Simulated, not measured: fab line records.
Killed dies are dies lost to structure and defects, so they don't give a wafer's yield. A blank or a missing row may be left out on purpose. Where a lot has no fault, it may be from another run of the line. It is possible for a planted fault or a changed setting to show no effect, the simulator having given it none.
fab line records + flow sky130
[record]
- lots = 5
- wafers = 15
- last-day = 50
route steps=708 shown LDD_N@247 LDD_P@255 PAD_OPEN@708
lots that met no fault: taken from a fault-free run of the same line
start-h: hours from the record's first day to the start of the lot's first wafer shown + wait-h: hours since the lot's step before + " the same as in the row above + L1.1+2: one row covering several wafers at once + - no value, or no start given + * or withheld: withheld + < > ~ a bound
route shown NAME@n: a module of which the file shows steps, and the number in the route of the first + usual: average and standard deviation across the fault-free wafers + same: alike in all rows + chamber/n: place in a boat + sites: per-site readings + _std_site: standard deviation across them + _edge_site: mean of outer sites minus mean of inner sites + radius-mm: how far each site lies from the wafer's centre + mask NAME#n: copy n + behind: tool/chamber where the wafer was last shaped + hold: the reason the lot was held/the length of the hold in hours/how it ended + device: which transistor (n, p or np) failed to switch + end of line: the tests these same wafers got at the end of their route + where a step has no rows: the recipe by itself + killed: count of dies lost to structure and defects at first sort (not the wafer's yield) + map: a wafer's dies, marking killed ones x, the rest . and places with no die _
set.NAME: the setting that was run; set.NAME@STEP: the one run at that earlier step + model.NAME: the simulator's own value behind a step, which no gauge read
lots seen at some steps along the route; tables by step, rows by wafer
services: a tool's chamber out of use, with start hour (start-h, from the record's first day; less than 0 if before it), hours out, and reason
[[steps]]
[step SKY_LDD_N_IMPLANT_10]
[recipe]
- species = As
- energy-kev = 20
- dose-cm2 = 7.5e+13
- tilt-deg = withheld
- rotation-deg = 203
[step SKY_LDD_N_IMPLANT_11]
[recipe]
- species = As
- energy-kev = 20
- dose-cm2 = 7.5e+13
- tilt-deg = withheld
- rotation-deg = 293
[step SKY_LDD_N_IMPLANT_12]
[recipe]
- species = BF2
- energy-kev = 50
- dose-cm2 = 5e+12
- tilt-deg = 30
- rotation-deg = 0
[step SKY_LDD_N_IMPLANT_13]
[recipe]
- species = BF2
- energy-kev = 50
- dose-cm2 = 5e+12
- tilt-deg = 30
- rotation-deg = 90
[step SKY_LDD_N_IMPLANT_14]
[recipe]
- species = BF2
- energy-kev = 50
- dose-cm2 = 5e+12
- tilt-deg = 30
- rotation-deg = 180
[step SKY_LDD_N_IMPLANT_15]
[recipe]
- species = BF2
- energy-kev = 50
- dose-cm2 = 5e+12
- tilt-deg = 30
- rotation-deg = 270
[step SKY_LDD_N_STRIP_16]
[recipe]
- chemistry = O2/N2
- power-w = 1400
- pressure-mtorr = 1500
- platen-temp-c = withheld
- o2-flow-sccm = 3000
- n2-flow-sccm = 300
- overash-fraction = 0.5
[usual]
- drypump-motor-current-A = 5.4/0.54
- oes-product-au = 0.407/0.0044
- strip-time-to-endpoint-s = 4.319/0.014
| lot.wafer | tool            | chamber | start-h | wait-h | drypump-motor-current-A | oes-product-au | rf-hours-counter-h | strip-time-to-endpoint-s |
|-----------|-----------------|---------|---------|--------|-------------------------|----------------|--------------------|--------------------------|
| L857.2    | plasma-asher-03 | 0       | 477.37  | 0.1    | 4.9                     | 0.408          | 33                 | 4.301                    |
| L857.4    | "               | 1       | "       | "      | 4.9                     | 0.410          | -                  | 4.332                    |
| L857.5    | "               | 1       | "       | "      | 4.9                     | 0.399          | -                  | 4.330                    |
| L867.3    | plasma-asher-04 | 0       | 542.38  | 0.1    | 5.7                     | 0.400          | -                  | 4.316                    |
| L867.4    | "               | 1       | "       | "      | 5.2                     | 0.404          | -                  | 4.315                    |
| L867.5    | "               | 1       | "       | "      | 5.2                     | 0.408          | -                  | 4.317                    |
| L868.2    | plasma-asher-02 | 1       | 548.68  | 0.1    | 6.4                     | 0.414          | 76                 | 4.293                    |
| L868.4    | "               | 1       | "       | "      | 6.4                     | 0.408          | -                  | 4.328                    |
| L868.6    | "               | 0       | "       | "      | 5.8                     | 0.399          | -                  | 4.333                    |
| L872.2    | plasma-asher-02 | 1       | 587.16  | 0.1    | 6.4                     | 0.400          | 79                 | 4.317                    |
| L872.4    | "               | 1       | "       | "      | 6.4                     | 0.402          | -                  | 4.307                    |
| L872.5    | "               | 0       | "       | "      | 5.9                     | 0.404          | -                  | 4.305                    |
| L873.2    | plasma-asher-04 | 1       | 590.65  | 0.1    | 5.2                     | 0.411          | 15                 | 4.323                    |
| L873.3    | "               | 0       | "       | "      | 5.7                     | 0.400          | -                  | 4.317                    |
| L873.5    | "               | 1       | "       | "      | 5.2                     | 0.408          | -                  | 4.304                    |
[step SKY_LDD_N_TW_MEAS_17]
[usual]
- LDD_N_TW = 2597/14
| lot.wafer | tool          | chamber | start-h | wait-h | LDD_N_TW |
|-----------|---------------|---------|---------|--------|----------|
| L857.2    | film-metro-04 | -       | 477.58  | 0.2    | 2604     |
| L857.4    | "             | -       | "       | "      | 2603     |
| L857.5    | "             | -       | "       | "      | 2596     |
| L867.3    | film-metro-04 | -       | 542.47  | 0.1    | 2608     |
| L867.4    | "             | -       | "       | "      | 2600     |
| L867.5    | "             | -       | "       | "      | 2603     |
| L868.2    | film-metro-01 | -       | 548.79  | 0.1    | 2588     |
| L868.4    | "             | -       | "       | "      | 2584     |
| L868.6    | "             | -       | "       | "      | 2584     |
| L872.2    | film-metro-04 | -       | 587.27  | 0.1    | 2622     |
| L872.4    | "             | -       | "       | "      | 2609     |
| L872.5    | "             | -       | "       | "      | 2625     |
| L873.2    | film-metro-03 | -       | 590.76  | 0.1    | 2583     |
| L873.3    | "             | -       | "       | "      | 2590     |
| L873.5    | "             | -       | "       | "      | 2587     |
[step SKY_LDD_P_DEHYDRATE_00]
[recipe]
- temp-c = 200
- time-s = 60
[step SKY_LDD_P_HMDS_01]
[recipe]
- prime-time-s = 60
- prime-temp-c = 120
[step SKY_LDD_P_COAT_02]
[recipe]
- resist = NOVOLAK
- spin-rpm = 3000
- resist-thk-nm = 1140
[step SKY_LDD_P_SOFTBAKE_03]
[recipe]
- temp-c = 90
- time-s = 62.37
- resist = NOVOLAK
[usual]
- plate-sensor-t-centre-C = 90.758/0.0088
- plate-sensor-t-edge-C = 90.829/0.0091
| lot.wafer | tool           | chamber | start-h | wait-h | plate-sensor-t-centre-C | plate-sensor-t-edge-C |
|-----------|----------------|---------|---------|--------|-------------------------|-----------------------|
| L857.2    | litho-track-04 | 0       | 492.75  | 0.1    | 90.759                  | 90.827                |
| L857.4    | "              | 0       | "       | "      | 90.744                  | 90.835                |
| L857.5    | "              | 0       | "       | "      | 90.754                  | 90.823                |
| L867.3    | litho-track-03 | 0       | 557.36  | 0.1    | 90.764                  | 90.83                 |
| L867.4    | "              | 0       | "       | "      | 90.751                  | 90.821                |
| L867.5    | "              | 0       | "       | "      | 90.766                  | 90.831                |
| L868.2    | litho-track-03 | 0       | 563.34  | 0.1    | 90.758                  | 90.821                |
| L868.4    | "              | 0       | "       | "      | 90.75                   | 90.822                |
| L868.6    | "              | 0       | "       | "      | 90.766                  | 90.848                |
| L872.2    | litho-track-04 | 0       | 602.35  | 0.1    | 90.758                  | 90.836                |
| L872.4    | "              | 0       | "       | "      | 90.76                   | 90.84                 |
| L872.5    | "              | 0       | "       | "      | 90.76                   | 90.838                |
| L873.2    | litho-track-04 | 0       | 604.55  | 0.1    | 90.745                  | 90.835                |
| L873.3    | "              | 0       | "       | "      | 90.76                   | 90.823                |
| L873.5    | "              | 0       | "       | "      | 90.775                  | 90.829                |
[step SKY_LDD_P_EXPOSE_04]
[recipe]
- mask-id = PSDM
- na = 0.6
- source-shape = conventional
- sigma-outer = 0.6
- polarization = unpolarized
- target-cd-nm = 380
- dose-mj = 138
| lot.wafer  | tool             | chamber | start-h | wait-h | mask    |
|------------|------------------|---------|---------|--------|---------|
| L857.2+4+5 | iline-stepper-01 | 0       | 493.07  | -      | HVNTM#0 |
| L867.3+4+5 | iline-stepper-02 | 0       | 557.50  | -      | PSDM#0  |
| L868.2+4+6 | iline-stepper-01 | 0       | 563.75  | -      | PSDM#0  |
| L872.2+4+5 | iline-stepper-01 | 0       | 602.50  | -      | PSDM#0  |
| L873.2+3+5 | iline-stepper-01 | 0       | 604.70  | -      | PSDM#0  |
[step SKY_LDD_P_PEB_05]
[recipe]
- temp-c = withheld
- time-s = *
- resist = NOVOLAK
[step SKY_LDD_P_DEVELOP_06]
[recipe]
- resist = NOVOLAK
- developer = TMAH
- develop-time-s = 60
- dev-temp-c = 23
[step SKY_LDD_P_CD_MEAS_07]
[recipe]
- target-cd-nm = 380
[usual]
- cd-nm = 380.2/2.8
| lot.wafer | tool      | chamber | start-h | wait-h | cd-nm |
|-----------|-----------|---------|---------|--------|-------|
| L857.2    | cd-sem-01 | -       | 507.93  | 0.1    | -     |
| L857.4    | "         | -       | "       | "      | -     |
| L857.5    | "         | -       | "       | "      | -     |
| L867.3    | cd-sem-01 | -       | 572.02  | 0.1    | 377.6 |
| L867.4    | "         | -       | "       | "      | 377.5 |
| L867.5    | "         | -       | "       | "      | 379.1 |
| L868.2    | cd-sem-01 | -       | 578.33  | 0.1    | 382.7 |
| L868.4    | "         | -       | "       | "      | 384.4 |
| L868.6    | "         | -       | "       | "      | 387.5 |
| L872.2    | cd-sem-02 | -       | 616.99  | 0.1    | 381.2 |
| L872.4    | "         | -       | "       | "      | 377.6 |
| L872.5    | "         | -       | "       | "      | 381.8 |
| L873.2    | cd-sem-01 | -       | 619.14  | 0.1    | 378.4 |
| L873.3    | "         | -       | "       | "      | 381.8 |
| L873.5    | "         | -       | "       | "      | 381.4 |
[step SKY_LDD_P_OVL_MEAS_08]
[usual]
- LDD_P_OVL = -0.3/1.2
| lot.wafer | tool       | chamber | start-h | wait-h | LDD_P_OVL[nm] |
|-----------|------------|---------|---------|--------|---------------|
| L857.2    | overlay-01 | -       | 508.04  | 0.1    | -             |
| L857.4    | "          | -       | "       | "      | -             |
| L857.5    | "          | -       | "       | "      | -             |
| L867.3    | overlay-01 | -       | 572.11  | 0.1    | 0.6           |
| L867.4    | "          | -       | "       | "      | 1.6           |
| L867.5    | "          | -       | "       | "      | 0.7           |
| L868.2    | overlay-01 | -       | 578.44  | 0.1    | -1.9          |
| L868.4    | "          | -       | "       | "      | -3.0          |
| L868.6    | "          | -       | "       | "      | -0.2          |
| L872.2    | overlay-02 | -       | 617.09  | 0.1    | -1.7          |
| L872.4    | "          | -       | "       | "      | -3.1          |
| L872.5    | "          | -       | "       | "      | -1.9          |
| L873.2    | overlay-02 | -       | 619.24  | 0.1    | 0.1           |
| L873.3    | "          | -       | "       | "      | -0.3          |
| L873.5    | "          | -       | "       | "      | 0.3           |
[step SKY_LDD_P_IMPLANT_09]
[recipe]
- species = BF2
- energy-kev = 25
- dose-cm2 = 1e+13
- tilt-deg = withheld
[step SKY_LDD_P_STRIP_10]
[recipe]
- chemistry = O2/N2
- power-w = 1400
- pressure-mtorr = 1500
- platen-temp-c = withheld
- o2-flow-sccm = 3000
- n2-flow-sccm = 300
- overash-fraction = 0.5
[usual]
- drypump-motor-current-A = 5.2/0.44
- oes-product-au = 0.716/0.0044
- strip-time-to-endpoint-s = 14.18/0.031
| lot.wafer | tool            | chamber | start-h | wait-h | drypump-motor-current-A | oes-product-au | rf-hours-counter-h | strip-time-to-endpoint-s |
|-----------|-----------------|---------|---------|--------|-------------------------|----------------|--------------------|--------------------------|
| L857.2    | plasma-asher-04 | 1       | 508.22  | 0.1    | 5.2                     | 0.719          | 6                  | 14.20                    |
| L857.4    | "               | 0       | "       | "      | 5.7                     | 0.711          | -                  | 14.20                    |
| L857.5    | "               | 0       | "       | "      | 5.7                     | 0.717          | -                  | 14.21                    |
| L867.3    | plasma-asher-01 | 1       | 572.32  | 0.1    | 5.0                     | 0.713          | -                  | 14.17                    |
| L867.4    | "               | 0       | "       | "      | 6.0                     | 0.716          | -                  | 14.19                    |
| L867.5    | "               | 0       | "       | "      | 6.0                     | 0.721          | -                  | 14.21                    |
| L868.2    | plasma-asher-03 | 1       | 578.62  | 0.1    | 4.9                     | 0.715          | 43                 | 14.17                    |
| L868.4    | "               | 1       | "       | "      | 4.9                     | 0.712          | -                  | 14.18                    |
| L868.6    | "               | 0       | "       | "      | 4.9                     | 0.714          | -                  | 14.18                    |
| L872.2    | plasma-asher-01 | 1       | 617.27  | 0.1    | 5.0                     | 0.719          | 92                 | 14.14                    |
| L872.4    | "               | 0       | "       | "      | 6.1                     | 0.716          | -                  | 14.15                    |
| L872.5    | "               | 1       | "       | "      | 4.9                     | 0.715          | -                  | 14.13                    |
| L873.2    | plasma-asher-04 | 0       | 619.42  | 0.1    | 5.7                     | 0.716          | 17                 | 14.17                    |
| L873.3    | "               | 0       | "       | "      | 5.7                     | 0.719          | -                  | 14.17                    |
| L873.5    | "               | 0       | "       | "      | 5.7                     | 0.721          | -                  | 14.15                    |
[step SKY_LDD_P_TW_MEAS_11]
[usual]
- LDD_P_TW = 640/3.2
| lot.wafer | tool          | chamber | start-h | wait-h | hold                     | LDD_P_TW |
|-----------|---------------|---------|---------|--------|--------------------------|----------|
| L857.2    | film-metro-02 | -       | 508.33  | 0.1    | await-dispo/0.2h/release | 30       |
| L857.4    | "             | -       | "       | "      | await-dispo/0.2h/release | 30       |
| L857.5    | "             | -       | "       | "      | await-dispo/0.2h/release | 30       |
| L857.2    | film-metro-02 | -       | 508.55  | 0.2    | -                        | 30       |
| L857.4    | "             | -       | "       | "      | -                        | 30       |
| L857.5    | "             | -       | "       | "      | -                        | 30       |
| L867.3    | film-metro-03 | -       | 572.40  | 0.1    | -                        | 636      |
| L867.4    | "             | -       | "       | "      | -                        | 635      |
| L867.5    | "             | -       | "       | "      | -                        | 638      |
| L868.2    | film-metro-03 | -       | 578.73  | 0.1    | -                        | 637      |
| L868.4    | "             | -       | "       | "      | -                        | 637      |
| L868.6    | "             | -       | "       | "      | -                        | 637      |
| L872.2    | film-metro-02 | -       | 617.38  | 0.1    | -                        | 633      |
| L872.4    | "             | -       | "       | "      | -                        | 636      |
| L872.5    | "             | -       | "       | "      | -                        | 639      |
| L873.2    | film-metro-04 | -       | 619.53  | 0.1    | -                        | 639      |
| L873.3    | "             | -       | "       | "      | -                        | 640      |
| L873.5    | "             | -       | "       | "      | -                        | 640      |
[step SKY_PAD_OPEN_PROBE_99]
[usual]
- defect-limited-yield = 82.4/1.9
- killed_at_M0_to_M3 = 44/7.2
- killed_at_M4_up = 3.2/1.8
- killed-at-contacts = 24/5.4
- killed-at-front-end = 15/4
- killed-at-other = 0.3/0.56
- killed-dies = 87/9.2
- killed-open = 47/7.3
- killed-short = 39/5.7
- sort_bin_3_pad_short = 0.9/0.45
- sort_bin_5_function = 10.6/1.5
- sort_bin_6_memory = 6.2/1.1
- sort-n-pass = 405/9.2
- sort-yield-pct = 82.4/1.9
[same]
- gross-dies = 492
- killed-at-back-side = 0
- sort_bin_4_leakage[%] = 0
- sort_bin_8_speed[%] = 0
| lot.wafer | tool      | chamber | start-h | wait-h | defect-limited-yield[%] | killed_at_M0_to_M3 | killed_at_M4_up | killed-at-contacts | killed-at-front-end | killed-at-other | killed-dies | killed-open | killed-short | sort_bin_3_pad_short[%] | sort_bin_5_function[%] | sort_bin_6_memory[%] | sort-n-pass | sort-yield-pct[%] |
|-----------|-----------|---------|---------|--------|-------------------------|--------------------|-----------------|--------------------|---------------------|-----------------|-------------|-------------|--------------|-------------------------|------------------------|----------------------|-------------|-------------------|
| L867.3    | prober-02 | -       | 1167.99 | 0.2    | 82.5                    | 53                 | 1               | 19                 | 13                  | 0               | 86          | 53          | 33           | 1.2                     | 10.8                   | 5.5                  | 406         | 82.5              |
| L867.4    | prober-02 | -       | 1168.04 | 0.2    | 81.7                    | 52                 | 1               | 23                 | 14                  | 0               | 90          | 48          | 42           | 0.2                     | 12.6                   | 5.5                  | 402         | 81.7              |
| L867.5    | prober-02 | -       | 1168.09 | 0.2    | 82.7                    | 42                 | 4               | 21                 | 17                  | 1               | 85          | 53          | 32           | 0.8                     | 11.4                   | 5.1                  | 407         | 82.7              |
| L868.2    | prober-01 | -       | 1170.68 | 0.1    | 81.3                    | 38                 | 4               | 29                 | 21                  | 0               | 92          | 46          | 45           | 2.2                     | 10.4                   | 6.1                  | 400         | 81.3              |
| L868.4    | prober-01 | -       | 1170.78 | 0.2    | 81.1                    | 39                 | 4               | 28                 | 22                  | 0               | 93          | 45          | 47           | 1.2                     | 11.0                   | 6.7                  | 399         | 81.1              |
| L868.6    | prober-01 | -       | 1170.88 | 0.2    | 84.6                    | 34                 | 2               | 24                 | 16                  | 0               | 76          | 39          | 35           | 1.4                     | 8.1                    | 5.9                  | 416         | 84.6              |
| L872.2    | prober-01 | -       | 1190.98 | 0.1    | 80.3                    | 55                 | 1               | 33                 | 8                   | 0               | 97          | 59          | 38           | 1.4                     | 12.0                   | 6.3                  | 395         | 80.3              |
| L872.4    | prober-01 | -       | 1191.08 | 0.2    | 79.7                    | 54                 | 1               | 29                 | 16                  | 0               | 100         | 64          | 36           | 1.4                     | 10.8                   | 8.1                  | 392         | 79.7              |
| L872.5    | prober-01 | -       | 1191.13 | 0.2    | 79.5                    | 48                 | 4               | 34                 | 15                  | 0               | 101         | 61          | 40           | 1.2                     | 13.6                   | 5.7                  | 391         | 79.5              |
| L873.2    | prober-02 | -       | 1191.69 | 0.1    | 86.6                    | 29                 | 2               | 20                 | 14                  | 1               | 66          | 36          | 30           | 0.8                     | 7.5                    | 5.1                  | 426         | 86.6              |
| L873.3    | prober-02 | -       | 1191.74 | 0.2    | 82.7                    | 40                 | 7               | 21                 | 17                  | 0               | 85          | 35          | 50           | 0.8                     | 10.0                   | 6.5                  | 407         | 82.7              |
| L873.5    | prober-02 | -       | 1191.84 | 0.2    | 82.5                    | 44                 | 0               | 25                 | 17                  | 0               | 86          | 50          | 36           | 1.0                     | 11.4                   | 5.1                  | 406         | 82.5              |
// killed by level:class
L867.3 VIA1:geometric-particle:open=14 CONTACT:geometric-particle:open=8 VIA1:geometric-particle:short=7 VIA2:geometric-particle:open=7 VIA3:geometric-particle:open=7 POLY_GATE:geometric-particle:open=6 METAL2:geometric-particle:short=5 LI_CONTACT:geometric-particle:open=4
L867.4 VIA1:geometric-particle:open=12 CONTACT:geometric-particle:open=8 VIA2:geometric-particle:open=8 METAL2:geometric-particle:short=7 LI_CONTACT:geometric-particle:open=6 VIA1:geometric-particle:short=5 FIELD_ISO:geometric-particle:open=4 POLY_GATE:geometric-particle:short=4
L867.5 CONTACT:geometric-particle:open=13 VIA1:geometric-particle:open=10 POLY_GATE:geometric-particle:open=7 METAL2:geometric-particle:short=7 VIA2:geometric-particle:open=6 VIA3:geometric-particle:short=5 LI_CONTACT:geometric-particle:open=5 METAL1:geometric-particle:short=5
L868.2 VIA1:geometric-particle:open=10 FIELD_ISO:geometric-particle:short=9 CONTACT:geometric-particle:open=8 LI_CONTACT:geometric-particle:open=6 VIA2:geometric-particle:open=6 LOCAL_INTERCONNECT:geometric-particle:short=5 CONTACT:geometric-particle:short=5 METAL2:geometric-particle:short=5
L868.4 VIA1:geometric-particle:open=8 METAL2:geometric-particle:short=7 POLY_GATE:geometric-particle:short=6 LI_CONTACT:geometric-particle:open=6 LOCAL_INTERCONNECT:geometric-particle:short=6 CONTACT:geometric-particle:open=6 VIA3:geometric-particle:open=6 CONTACT:geometric-particle:short=5
L868.6 CONTACT:geometric-particle:open=12 VIA1:geometric-particle:open=7 VIA3:geometric-particle:open=5 FIELD_ISO:geometric-particle:short=4 LI_CONTACT:geometric-particle:open=4 VIA1:geometric-particle:short=4 METAL2:geometric-particle:short=4 POLY_GATE:geometric-particle:short=3
L872.2 VIA1:geometric-particle:open=19 CONTACT:geometric-particle:open=11 LI_CONTACT:geometric-particle:open=9 VIA3:geometric-particle:open=8 METAL2:geometric-particle:short=6 VIA2:geometric-particle:open=5 LI_CONTACT:geometric-particle:short=5 LOCAL_INTERCONNECT:geometric-particle:short=5
L872.4 VIA1:geometric-particle:open=17 CONTACT:geometric-particle:open=13 METAL2:geometric-particle:short=10 LI_CONTACT:geometric-particle:open=9 VIA3:geometric-particle:open=6 CONTACT:geometric-particle:short=5 METAL1:geometric-particle:short=5 VIA2:geometric-particle:open=5
L872.5 VIA1:geometric-particle:open=15 CONTACT:geometric-particle:open=14 VIA2:geometric-particle:open=9 LOCAL_INTERCONNECT:geometric-particle:short=8 LI_CONTACT:geometric-particle:open=5 METAL2:geometric-particle:short=5 FIELD_ISO:geometric-particle:open=3 SPACER:geometric-particle:open=3
L873.2 CONTACT:geometric-particle:open=7 LI_CONTACT:geometric-particle:open=6 VIA1:geometric-particle:open=6 VIA2:geometric-particle:open=5 CONTACT:geometric-particle:short=4 METAL3:geometric-particle:short=4 FIELD_ISO:geometric-particle:short=3 POLY_GATE:geometric-particle:open=3
L873.3 CONTACT:geometric-particle:open=9 VIA3:geometric-particle:open=8 METAL1:geometric-particle:short=7 VIA1:geometric-particle:short=7 LOCAL_INTERCONNECT:geometric-particle:short=6 METAL4:geometric-particle:short=6 POLY_GATE:geometric-particle:short=5 LI_CONTACT:geometric-particle:open=4
L873.5 LI_CONTACT:geometric-particle:open=13 VIA1:geometric-particle:open=13 VIA2:geometric-particle:open=11 LOCAL_INTERCONNECT:geometric-particle:short=5 METAL3:geometric-particle:short=5 SPACER:geometric-particle:short=4 CONTACT:geometric-particle:short=4 VIA3:geometric-particle:short=4
[[services]]
| tool             | chamber | start-h | hours | kind                      |
|------------------|---------|---------|-------|---------------------------|
| plasma-asher-04  | -       | 468.82  | 4.3   | repair                    |
| litho-track-03   | -       | 493.54  | -     | consumable-replace:filter |
| iline-stepper-02 | -       | 563.05  | 1.7   | pm                        |
| iline-stepper-01 | 0       | 586.07  | -     | calibration               |
| iline-stepper-02 | 0       | 591.92  | -     | calibration               |
| plasma-asher-04  | -       | 603.16  | 1.8   | repair                    |
| iline-stepper-01 | -       | 612.27  | 2.1   | pm                        |
| iline-stepper-01 | -       | 614.35  | -     | consumable-replace:lamp   |
| iline-stepper-01 | -       | 614.35  | 1.7   | pm                        |
| iline-stepper-01 | -       | 616.66  | 7.3   | repair                    |
[[key]]
[first-sign]
- step = SKY_LDD_P_EXPOSE_04
- reading = mask
- direction = changed
[effect]
- step = SKY_LDD_P_CD_MEAS_07
- reading = cd-nm
- direction = missing
[effect]
- step = SKY_LDD_P_OVL_MEAS_08
- reading = LDD_P_OVL
- direction = missing
[effect]
- step = SKY_LDD_P_TW_MEAS_11
- reading = visit
- direction = added
[effect]
- step = SKY_LDD_P_TW_MEAS_11
- reading = LDD_P_TW
- direction = down
- sigmas = 99+
- usual = 640
- struck = 30
met-at SKY_LDD_P_EXPOSE_04
struck-wafers L857.2,L857.4,L857.5
scrapped-behind SKY_LDD_P_TW_MEAS_11 L857.2,L857.4,L857.5
[fault]
- kind = wrong-mask
- tool = any
- chamber = -
- onset-h = 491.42
- steps = SKY_LDD_P_EXPOSE_04
- aux-copy = HVNTM#0
- scope = struck-lots-only
